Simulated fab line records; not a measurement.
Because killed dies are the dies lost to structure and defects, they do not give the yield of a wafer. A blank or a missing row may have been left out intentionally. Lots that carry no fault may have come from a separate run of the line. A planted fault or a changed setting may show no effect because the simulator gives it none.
fab line records    flow sky130
[record] lots = 13  wafers = 39  last_day = 50
route steps=708 shown LOCAL_INTERCONNECT@398 CONTACT@410 METAL1@437 PAD_OPEN@708
lots with no fault: from the same line, run without faults
start_h: start of the lot's first displayed wafer, in hours after the record's first day    wait_h: hours since the lot's step before    " unchanged from the row above    L1.1+2: several wafers, shown together as one row    - no value, or no start was given    * or withheld: withheld    < > ~ a bound
route shown NAME@n: a module of which the file shows steps, and the number in the route of the first    usual: mean/standard deviation of fault-free wafers    same: alike in all rows    chamber/n: place in a boat    sites: the reading at each site    _std_site: the values' standard deviation    _edge_site: mean of outer sites minus mean of inner sites    radius_mm: for every site, how far away it sits from the centre of the wafer    mask NAME#n: copy n    behind: the most recent tool/chamber to have shaped the wafer    hold: cause of the lot's hold/its duration in hours/its outcome    device: the transistor (n, p or np) that didn't switch    end of line: the route-end tests of the same wafers    a step without rows: its recipe alone    killed: dies that structure and defects cost at the first sort, which is not the same as the wafer's yield    map: per-die view of a wafer (x killed, . not killed, _ where there is no die)
set.NAME: the setting that was run; set.NAME@STEP: the one run at that earlier step    model.NAME: the simulator's own value behind a step, which no gauge read
one table for each step of the route and one row for each wafer, over a sample of lots
services: a tool's chamber out of use, with start hour (start_h, from the record's first day; less than 0 if before it), hours out, and reason
[[steps]]
[step SKY_LOCAL_INTERCONNECT_CD_MEAS_11]
[recipe] target_cd_nm = 170
[usual] cd_nm = 170.0/2
lot.wafer  tool       chamber  start_h  wait_h  cd_nm
L946.2     cd_sem-02  -        702.57   -       169.1
L946.4     "          -        "        "       167.6
L946.5     "          -        "        "       167.9
L947.1     cd_sem-02  -        719.10   -       168.3
L947.4     "          -        "        "       169.9
L947.6     "          -        "        "       169.0
L948.3     cd_sem-02  -        726.24   -       168.2
L948.4     "          -        "        "       168.1
L948.5     "          -        "        "       169.7
L949.1     cd_sem-02  -        736.10   -       166.8
L949.4     "          -        "        "       165.8
L949.5     "          -        "        "       167.8
L957.2     cd_sem-02  -        801.47   -       170.6
L957.3     "          -        "        "       169.0
L957.6     "          -        "        "       169.3
L958.1     cd_sem-01  -        808.90   -       171.9
L958.4     "          -        "        "       172.0
L958.6     "          -        "        "       170.7
L959.1     cd_sem-01  -        814.10   -       167.9
L959.2     "          -        "        "       167.3
L959.4     "          -        "        "       168.8
L960.2     cd_sem-01  -        821.08   -       170.9
L960.4     "          -        "        "       172.2
L960.5     "          -        "        "       172.1
L962.1     cd_sem-02  -        831.55   -       171.3
L962.4     "          -        "        "       171.7
L962.5     "          -        "        "       172.0
L963.2     cd_sem-01  -        838.77   -       173.6
L963.3     "          -        "        "       172.9
L963.6     "          -        "        "       172.7
L964.1     cd_sem-01  -        851.05   -       170.1
L964.2     "          -        "        "       170.1
L964.3     "          -        "        "       171.6
L966.1     cd_sem-02  -        862.83   -       168.5
L966.4     "          -        "        "       166.8
L966.6     "          -        "        "       166.2
L967.2     cd_sem-02  -        872.23   -       171.5
L967.3     "          -        "        "       171.7
L967.6     "          -        "        "       171.3
[step SKY_CONTACT_CMP_04]
[recipe] material = SiO2  down_force_psi = 4  platen_rpm = 60  pad_velocity_m_s = 0.94248
[usual] edge_zone_pressure_frac = 1.000/0.0052  motor_current_A = 11.2/1.2  time_to_endpoint_s = 84/4.9
lot.wafer  tool    chamber  start_h  wait_h  edge_zone_pressure_frac  motor_current_A  time_to_endpoint_s
L946.4     cmp-01  0        703.84   0.1     0.993                    11.5             86
L946.2     "       2        "        "       0.996                    10.7             87
L946.5     "       3        "        "       0.992                    10.2             83
L947.1     cmp-02  1        720.44   0.1     0.996                    12.3             85
L947.4     "       2        "        "       0.998                    10.8             79
L947.6     "       0        "        "       1.000                    13.6             78
L948.3     cmp-01  3        727.58   0.2     0.992                    11.1             76
L948.4     "       1        "        "       1.001                    11.4             78
L948.5     "       2        "        "       0.998                    11.0             82
L949.1     cmp-02  3        737.18   0.1     1.006                    10.1             94
L949.4     "       0        "        "       1.001                    12.6             79
L949.5     "       0        "        "       0.995                    12.7             81
L957.2     cmp-01  0        802.57   0.0     0.998                    11.8             87
L957.3     "       3        "        "       1.007                    10.9             77
L957.6     "       1        "        "       1.001                    11.5             86
L958.1     cmp-01  0        810.04   0.1     1.003                    10.7             87
L958.4     "       1        "        "       0.993                    10.9             87
L958.6     "       3        "        "       1.006                    10.3             83
L959.4     cmp-01  2        815.30   0.1     1.000                    10.8             86
L959.1     "       3        "        "       1.004                    10.9             82
L959.2     "       1        "        "       0.997                    11.4             89
L960.4     cmp-01  3        822.19   0.1     0.999                    11.1             77
L960.2     "       0        "        "       0.999                    11.4             83
L960.5     "       2        "        "       0.998                    10.9             91
L962.4     cmp-02  3        832.71   0.1     1.000                    9.4              89
L962.1     "       0        "        "       0.997                    13.2             83
L962.5     "       3        "        "       1.002                    10.3             88
L963.3     cmp-01  3        839.97   0.1     1.001                    11.1             79
L963.2     "       0        "        "       0.998                    11.1             85
L963.6     "       2        "        "       1.002                    11.2             87
L964.1     cmp-02  1        852.61   0.1     1.000                    13.4             93
L964.2     "       2        "        "       0.996                    10.5             91
L964.3     "       3        "        "       0.992                    9.8              92
L966.1     cmp-02  1        864.10   0.1     1.006                    13.2             90
L966.4     "       3        "        "       1.002                    10.2             92
L966.6     "       2        "        "       1.002                    10.3             82
L967.2     cmp-01  3        873.72   0.0     1.006                    10.5             79
L967.3     "       0        "        "       1.006                    11.5             84
L967.6     "       0        "        "       1.008                    11.1             83
[step SKY_CONTACT_STRIP_19]
[recipe] chemistry = O2/N2  power_w = 1400  pressure_mtorr = 1500  platen_temp_c = withheld  o2_flow_sccm = 3000  n2_flow_sccm = 300  overash_fraction = 0.5
[usual] chamber_pressure_mTorr = 1500.0/1.3  drypump_motor_current_A = 5.8/0.33  oes_product_au = 0.381/0.0048  strip_time_to_endpoint_s = 3.619/0.028
lot.wafer  tool             chamber  start_h  wait_h  chamber_pressure_mTorr  drypump_motor_current_A  oes_product_au  rf_hours_counter_h  strip_time_to_endpoint_s
L946.2     plasma_asher-04  0        732.59   -       1498.8                  5.7                      0.383           30                  3.639
L946.4     "                0        "        "       1500.3                  5.6                      0.392           -                   3.628
L946.5     "                0        "        "       1500.1                  5.6                      0.385           -                   3.667
L947.1     plasma_asher-04  0        748.40   -       1498.4                  5.6                      0.381           32                  3.633
L947.4     "                1        "        "       1499.5                  5.9                      0.380           -                   3.639
L947.6     "                1        "        "       1501.7                  5.9                      0.379           -                   3.652
L948.3     plasma_asher-04  1        755.18   -       1500.3                  5.9                      0.387           -                   3.648
L948.4     "                0        "        "       1498.2                  5.6                      0.387           -                   3.616
L948.5     "                0        "        "       1500.8                  5.7                      0.377           -                   3.585
L949.1     plasma_asher-03  0        765.04   -       1500.3                  5.1                      0.385           2                   3.609
L949.4     "                1        "        "       1502.1                  6.0                      0.375           -                   3.637
L949.5     "                0        "        "       1498.2                  5.1                      0.382           -                   3.642
L957.2     plasma_asher-04  1        829.25   -       -                       -                        -               -                   -
L957.3     "                1        "        "       -                       -                        -               -                   -
L957.6     "                0        "        "       -                       -                        -               -                   -
L958.1     plasma_asher-03  1        837.29   -       -                       -                        -               -                   -
L958.4     "                1        "        "       -                       -                        -               -                   -
L958.6     "                0        "        "       -                       -                        -               -                   -
L959.1     plasma_asher-03  1        842.34   -       -                       -                        -               -                   -
L959.2     "                0        "        "       -                       -                        -               -                   -
L959.4     "                1        "        "       -                       -                        -               -                   -
L960.2     plasma_asher-04  0        848.90   -       1500.5                  5.7                      0.372           42                  3.586
L960.4     "                0        "        "       1501.1                  5.7                      0.381           -                   3.601
L960.5     "                0        "        "       1499.6                  5.6                      0.376           -                   3.615
L962.1     plasma_asher-04  1        858.89   -       1498.7                  5.9                      0.383           43                  3.638
L962.4     "                1        "        "       1500.4                  5.9                      0.382           -                   3.673
L962.5     "                1        "        "       1498.8                  5.9                      0.372           -                   3.607
L963.2     plasma_asher-04  0        866.60   -       1497.5                  5.6                      0.377           44                  3.594
L963.3     "                1        "        "       1500.4                  5.9                      0.377           -                   3.605
L963.6     "                0        "        "       1501.1                  5.6                      0.376           -                   3.603
L964.1     plasma_asher-04  1        879.00   -       1500.4                  5.9                      0.384           45                  3.575
L964.2     "                0        "        "       1500.7                  5.6                      0.382           45                  3.584
L964.3     "                0        "        "       1499.9                  5.6                      0.380           -                   3.601
L966.1     plasma_asher-04  1        889.95   -       1500.8                  5.9                      0.381           46                  3.572
L966.4     "                1        "        "       1501.8                  5.9                      0.384           -                   3.649
L966.6     "                1        "        "       1500.5                  5.9                      0.382           -                   3.567
L967.2     plasma_asher-04  0        899.89   -       1501.1                  5.6                      0.373           47                  3.604
L967.3     "                0        "        "       1500.8                  5.6                      0.377           -                   3.666
L967.6     "                1        "        "       1501.1                  5.9                      0.383           -                   3.658
[step SKY_METAL1_SPUTTER_03]
[recipe] material = Ti  target_thk_nm = 5  power_w = 3000  time_s = 3.3  chamber_pressure_pa = 0.4
[usual] chamber_pressure_pa = 0.4000/0.00076  throttle_valve_pct = 29.5/1.1
[same] time_s = 3.3
lot.wafer  tool            chamber  start_h  wait_h  chamber_pressure_pa  throttle_valve_pct
L946.2     pvd_sputter-02  -        733.90   0.0     0.3985               29.9
L946.4     "               -        "        "       0.4015               28.9
L946.5     "               -        "        "       0.4001               28.8
L947.1     pvd_sputter-01  -        749.71   0.0     0.4013               30.4
L947.4     "               -        "        "       0.4004               28.4
L947.6     "               -        "        "       0.4006               30.3
L948.3     pvd_sputter-01  -        756.48   0.0     0.3985               30.5
L948.4     "               -        "        "       0.3998               28.0
L948.5     "               -        "        "       0.4012               29.1
L949.1     pvd_sputter-03  -        766.40   0.0     0.4000               28.6
L949.4     "               -        "        "       0.3997               31.8
L949.5     "               -        "        "       0.4012               28.8
L960.2     pvd_sputter-03  -        850.32   0.0     0.4006               28.1
L960.4     "               -        "        "       0.4007               32.0
L960.5     "               -        "        "       0.3992               31.9
L962.1     pvd_sputter-01  -        860.26   0.0     0.3999               28.1
L962.4     "               -        "        "       0.3994               29.0
L962.5     "               -        "        "       0.3995               29.0
L963.2     pvd_sputter-02  -        868.43   0.0     0.4001               29.7
L963.3     "               -        "        "       0.4001               30.2
L963.6     "               -        "        "       0.4001               30.3
L964.1     pvd_sputter-01  -        880.65   0.0     0.4010               30.2
L964.2     "               -        "        "       0.4008               30.6
L964.3     "               -        "        "       0.4013               28.1
L966.1     pvd_sputter-02  -        891.36   0.0     0.4002               29.7
L966.4     "               -        "        "       0.4007               30.4
L966.6     "               -        "        "       0.3996               28.8
L967.2     pvd_sputter-03  -        901.20   0.0     0.4016               28.6
L967.3     "               -        "        "       0.4004               32.1
L967.6     "               -        "        "       0.3997               28.7
[step SKY_PAD_OPEN_PROBE_99]
[usual] killed_at_M0_to_M3 = 43/7.9  killed_at_M4_up = 2.9/1.8  killed_at_contacts = 24/5.5  killed_at_front_end = 15/4.2  killed_at_other = 0.2/0.46  killed_dies = 86/11  killed_on_rim = 17/4.1  killed_open = 47/8.1  killed_short = 39/6.4
[same] gross_dies = 492  killed_at_back_side = 0
lot.wafer  tool       chamber  start_h  wait_h  killed_at_M0_to_M3  killed_at_M4_up  killed_at_contacts  killed_at_front_end  killed_at_other  killed_dies  killed_on_rim  killed_open  killed_short
L948.3     prober-01  -        1092.94  0.2     41                  3                35                  19                   0                98           18             51           47
L948.4     prober-01  -        1092.99  0.2     48                  2                20                  21                   0                91           20             54           37
L948.5     prober-01  -        1093.04  0.2     31                  3                31                  14                   0                79           22             41           38
L957.2     prober-02  -        1149.73  0.1     45                  4                430                 13                   0                492          96             35           48
L957.3     prober-02  -        1149.78  0.2     49                  4                417                 22                   0                492          96             56           37
L957.6     prober-02  -        1149.93  0.2     32                  1                444                 15                   0                492          96             32           36
L958.1     prober-01  -        1157.52  0.1     43                  2                427                 19                   1                492          96             56           33
L958.4     prober-01  -        1157.67  0.2     43                  3                431                 15                   0                492          96             48           39
L958.6     prober-01  -        1157.77  0.2     38                  2                444                 8                    0                492          96             46           32
L959.1     prober-02  -        1160.77  0.1     36                  1                439                 16                   0                492          96             45           34
L959.2     prober-02  -        1160.82  0.1     37                  3                437                 15                   0                492          96             47           40
L959.4     prober-02  -        1160.92  0.2     45                  9                430                 8                    0                492          96             48           35
L960.2     prober-01  -        1163.40  0.1     41                  3                15                  17                   1                77           24             41           36
L960.4     prober-01  -        1163.50  0.2     59                  2                24                  25                   0                110          16             65           45
L960.5     prober-01  -        1163.55  0.2     51                  2                17                  15                   1                86           19             53           33
L962.1     prober-01  -        1169.88  0.1     50                  2                17                  8                    0                77           16             42           35
L962.4     prober-01  -        1170.03  0.2     50                  3                27                  12                   0                92           15             54           38
L962.5     prober-01  -        1170.08  0.2     54                  5                26                  17                   0                102          21             51           51
// killed by level:class
L948.3 VIA1:geometric_particle:open=18 CONTACT:geometric_particle:open=10 CONTACT:geometric_particle:short=9 POLY_GATE:geometric_particle:short=7 METAL1:geometric_particle:short=7 LOCAL_INTERCONNECT:geometric_particle:short=6 FIELD_ISO:geometric_particle:short=5 LI_CONTACT:geometric_particle:open=5
L948.4 VIA1:geometric_particle:open=15 CONTACT:geometric_particle:open=8 VIA2:geometric_particle:open=6 FIELD_ISO:geometric_particle:open=5 METAL1:geometric_particle:short=5 VIA3:geometric_particle:open=5 FIELD_ISO:geometric_particle:short=4 LI_CONTACT:geometric_particle:open=4
L948.5 CONTACT:geometric_particle:open=9 VIA3:geometric_particle:open=8 LI_CONTACT:geometric_particle:open=7 VIA1:geometric_particle:open=6 CONTACT:geometric_particle:short=5 POLY_GATE:geometric_particle:short=5 LI_CONTACT:geometric_particle:short=4 LOCAL_INTERCONNECT:geometric_particle:short=4
L957.2 CONTACT:area_sputter=409 CONTACT:geometric_particle:open=7 VIA1:geometric_particle:open=7 METAL2:geometric_particle:short=7 VIA2:geometric_particle:open=7 LOCAL_INTERCONNECT:geometric_particle:short=6 VIA3:geometric_particle:short=5 FIELD_ISO:geometric_particle:short=4
L957.3 CONTACT:area_sputter=399 VIA1:geometric_particle:open=11 VIA3:geometric_particle:open=9 VIA2:geometric_particle:open=8 CONTACT:geometric_particle:open=7 FIELD_ISO:geometric_particle:open=6 FIELD_ISO:geometric_particle:short=5 VIA1:geometric_particle:short=5
L957.6 CONTACT:area_sputter=424 VIA1:geometric_particle:open=9 CONTACT:geometric_particle:open=7 CONTACT:geometric_particle:short=7 VIA1:geometric_particle:short=7 POLY_GATE:geometric_particle:short=5 METAL1:geometric_particle:short=4 VIA2:geometric_particle:open=4
L958.1 CONTACT:area_sputter=403 CONTACT:geometric_particle:open=14 VIA1:geometric_particle:open=9 VIA2:geometric_particle:open=7 POLY_GATE:geometric_particle:short=6 METAL2:geometric_particle:short=6 VIA3:geometric_particle:open=6 FIELD_ISO:geometric_particle:open=4
L958.4 CONTACT:area_sputter=405 LI_CONTACT:geometric_particle:open=12 VIA2:geometric_particle:short=8 VIA1:geometric_particle:open=6 VIA2:geometric_particle:open=6 VIA3:geometric_particle:open=6 CONTACT:geometric_particle:short=5 POLY_GATE:geometric_particle:open=4
L958.6 CONTACT:area_sputter=414 CONTACT:geometric_particle:open=12 VIA1:geometric_particle:open=9 VIA2:geometric_particle:open=9 CONTACT:geometric_particle:short=8 LI_CONTACT:geometric_particle:open=6 VIA2:geometric_particle:short=6 POLY_GATE:geometric_particle:open=4
L959.1 CONTACT:area_sputter=413 CONTACT:geometric_particle:open=15 VIA1:geometric_particle:open=7 VIA1:geometric_particle:short=6 METAL1:geometric_particle:short=6 VIA3:geometric_particle:open=5 METAL2:geometric_particle:short=5 FIELD_ISO:geometric_particle:short=4
L959.2 CONTACT:area_sputter=405 CONTACT:geometric_particle:open=9 VIA1:geometric_particle:open=9 LI_CONTACT:geometric_particle:open=9 VIA3:geometric_particle:open=8 METAL2:geometric_particle:short=7 LOCAL_INTERCONNECT:geometric_particle:short=5 CONTACT:geometric_particle:short=5
L959.4 CONTACT:area_sputter=409 VIA1:geometric_particle:open=14 VIA3:geometric_particle:open=10 METAL4:geometric_particle:short=7 LI_CONTACT:geometric_particle:open=6 CONTACT:geometric_particle:open=5 FIELD_ISO:geometric_particle:short=4 METAL1:geometric_particle:short=4
L960.2 VIA3:geometric_particle:open=9 VIA2:geometric_particle:open=6 VIA3:geometric_particle:short=5 FIELD_ISO:geometric_particle:short=4 FIELD_ISO:geometric_particle:open=4 CONTACT:geometric_particle:open=4 METAL1:geometric_particle:short=4 VIA1:geometric_particle:open=4
L960.4 VIA1:geometric_particle:open=13 VIA3:geometric_particle:open=10 POLY_GATE:geometric_particle:open=9 CONTACT:geometric_particle:open=8 VIA2:geometric_particle:open=8 LI_CONTACT:geometric_particle:open=7 METAL2:geometric_particle:short=7 FIELD_ISO:geometric_particle:short=6
L960.5 VIA1:geometric_particle:open=14 VIA3:geometric_particle:open=7 CONTACT:geometric_particle:open=7 METAL1:geometric_particle:short=6 VIA2:geometric_particle:open=6 VIA3:geometric_particle:short=5 LI_CONTACT:geometric_particle:open=5 POLY_GATE:geometric_particle:open=4
L962.1 VIA3:geometric_particle:open=12 VIA2:geometric_particle:open=6 METAL2:geometric_particle:short=5 LI_CONTACT:geometric_particle:short=5 VIA1:geometric_particle:open=5 CONTACT:geometric_particle:open=5 METAL1:geometric_particle:short=5 VIA1:geometric_particle:short=5
L962.4 CONTACT:geometric_particle:open=11 VIA1:geometric_particle:open=11 VIA3:geometric_particle:open=9 LI_CONTACT:geometric_particle:open=7 METAL1:geometric_particle:short=7 FIELD_ISO:geometric_particle:short=5 VIA2:geometric_particle:open=5 LI_CONTACT:geometric_particle:short=4
L962.5 VIA1:geometric_particle:open=17 CONTACT:geometric_particle:open=11 VIA1:geometric_particle:short=8 VIA3:geometric_particle:short=7 LI_CONTACT:geometric_particle:open=6 METAL2:geometric_particle:short=6 FIELD_ISO:geometric_particle:short=5 LOCAL_INTERCONNECT:geometric_particle:short=5
[[services]]
tool             chamber  start_h  hours  kind
cmp-01           -        681.61   1.5    repair
cmp-02           -        684.07   3.2    pm
plasma_asher-04  -        699.34   7.2    repair
plasma_asher-03  -        733.75   9.0    pm
plasma_asher-03  0        733.75   9.0    vent_cycle
plasma_asher-03  1        733.75   9.0    vent_cycle
plasma_asher-03  0        742.75   -      clean
plasma_asher-03  1        742.75   -      clean
cmp-01           -        744.00   4.0    pm
pvd_sputter-01   -        747.25   1.6    repair
pvd_sputter-02   -        747.59   4.1    repair
cmp-01           -        748.00   -      consumable_replace:conditioner
cmp-01           -        748.00   -      consumable_replace:pad
cmp-01           -        750.27   3.1    repair
pvd_sputter-01   1        781.93   -      consumable_replace:kit
pvd_sputter-01   1        781.93   18.0   scheduled_down
pvd_sputter-01   1        781.93   18.0   vent_cycle
cmp-01           -        784.90   1.9    repair
pvd_sputter-02   3        789.53   -      consumable_replace:kit
cmp-01           -        826.16   7.2    pm
plasma_asher-04  -        830.09   0.3    repair
pvd_sputter-01   -        836.52   16.7   repair
pvd_sputter-02   -        860.26   2.4    repair
cmp-02           -        897.99   7.2    pm
[[key]]
[first_sign] step = SKY_CONTACT_STRIP_19  reading = tool_record  direction = missing
[effect] step = SKY_PAD_OPEN_PROBE_99  reading = killed_at_contacts  direction = up  sigmas = 75  usual = 24  struck = 433
[more_kills_born_at] SKY_CONTACT_SPUTTER_23@pvd_sputter-03 = 1232  SKY_CONTACT_SPUTTER_23@pvd_sputter-04 = 1227  SKY_CONTACT_SPUTTER_23@pvd_sputter-02 = 1222
met_at SKY_CONTACT_STRIP_19
struck_lots L957,L958,L959
later_rows_left_out L957.2,L957.3,L957.6,L958.1,L958.4,L958.6,L959.1,L959.2,L959.4
tester_left_out L957,L958,L959
not_acting_at SKY_LOCAL_INTERCONNECT_CD_MEAS_11,SKY_CONTACT_CMP_04,SKY_METAL1_SPUTTER_03
onset_between 765.04 829.25
[fault] kind = skipped_step_whole  tool = plasma_asher-03,plasma_asher-04  chamber = -  onset_h = 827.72  steps = SKY_CONTACT_STRIP_19  scope = struck_lots_only
// tester_left_out: of these lots the tester's yield and bins aren't shown, on N5 and GAA mostly nor the transistor test; their killed dies are dies lost to structure and defects alone, not to doping, threshold or leakage, so they don't give the yield
// later_rows_left_out: the simulator's readings of these wafers behind a module that went badly wrong aren't trusted and aren't shown, but for the sort
